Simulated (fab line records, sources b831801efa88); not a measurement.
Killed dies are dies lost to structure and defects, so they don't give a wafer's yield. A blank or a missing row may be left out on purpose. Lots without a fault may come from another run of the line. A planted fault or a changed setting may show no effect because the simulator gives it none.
Problem report in the 8D (eight disciplines) form, filled by code | flow gf180mcu | the parts of the form that need people (team, actions taken, sign-off) are left out

1. THE PROBLEM
heater_power_total_W at GF_PSD_SOFTBAKE_03 reads a mean of 59.46 W on 3 wafers of 3 lots; wafers without a fault read 56.60 W with a standard deviation of 0.041. That is +70 standard deviations from the usual mean.
The step: time 60 s.
First seen on wafer L774.3, day 20 18:44, on litho_track-02. The record holds 39 wafers of 13 lots with a number at this step. Rule for "out", or "out of limits": more than 4 standard deviations from the usual mean. The other wafers with a number count as sound.

2. WHAT IT IS AND WHAT IT IS NOT
question                    | is                                 | is not
which readings at this step | heater_power_total_W, run_length_s | -
which lots                  | L774, L775, L776                   | L754, L756, L757, L758, L762, L765, L766, L767, L773, L777
which wafers of those lots  | L774.3, L775.3, L776.3             | L774.4, L774.5, L775.2, L775.4, L776.2, L776.4
read on which tools         | litho_track-02                     | litho_track-01, litho_track-04
when                        | from day 20 18:44                  | up to then (29 sound wafers); but 7 sound wafers of L775, L776, L777 came after

3. SUSPECTS, AND WHAT RULES EACH OUT
Counting: a tool at a process step up to the reading stays a suspect if it ran every lot that is out. Sound lots after the first of them don't rule it out here, since some wafers of a struck lot are sound.
- litho_track-02 at GF_PSD_SOFTBAKE_03 (time 60 s): kept. It ran every lot that is out, first L774 (day 20 18:44); its last sound lot up to then is L773 (day 20 13:02). Its own readings are out on those wafers: heater_power_total_W, run_length_s.
Left after counting: litho_track-02 at GF_PSD_SOFTBAKE_03.

4. THE CAUSE (what the simulator had put in)
Process parameter drift: litho_track-02, from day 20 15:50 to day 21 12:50, at GF_PSD_SOFTBAKE_03. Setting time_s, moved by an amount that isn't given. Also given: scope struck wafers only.
Counting left only this tool.

5. THE CHAIN OF EFFECTS, in route order
Each row: a reading whose mean over the struck wafers that have a number lies more than 3 standard deviations from the usual. Only readings for which the record gives a usual standard deviation are gone through. hours: the time from each lot's start at the first step in this table that gives one to its start at this step, as a median over the lots. sigmas: the change in usual standard deviations.
hours | step               | reading              | usual   | on struck wafers | change | sigmas
0     | GF_PSD_SOFTBAKE_03 | heater_power_total_W | 56.60 W | 59.46            | +2.86  | +70
0     | GF_PSD_SOFTBAKE_03 | run_length_s         | 89.25 s | 80.93            | -8.32  | -46
The process steps in it:
- GF_PSD_SOFTBAKE_03: time 60 s.
Readings that are blank on the struck wafers while sound wafers have them: plate_temp_C at GF_PSD_SOFTBAKE_03.

6. WHAT WOULD HAVE CAUGHT IT SOONER
In this record the first reading out of limits was taken at day 20 18:44, 3 hours after the fault began at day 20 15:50.
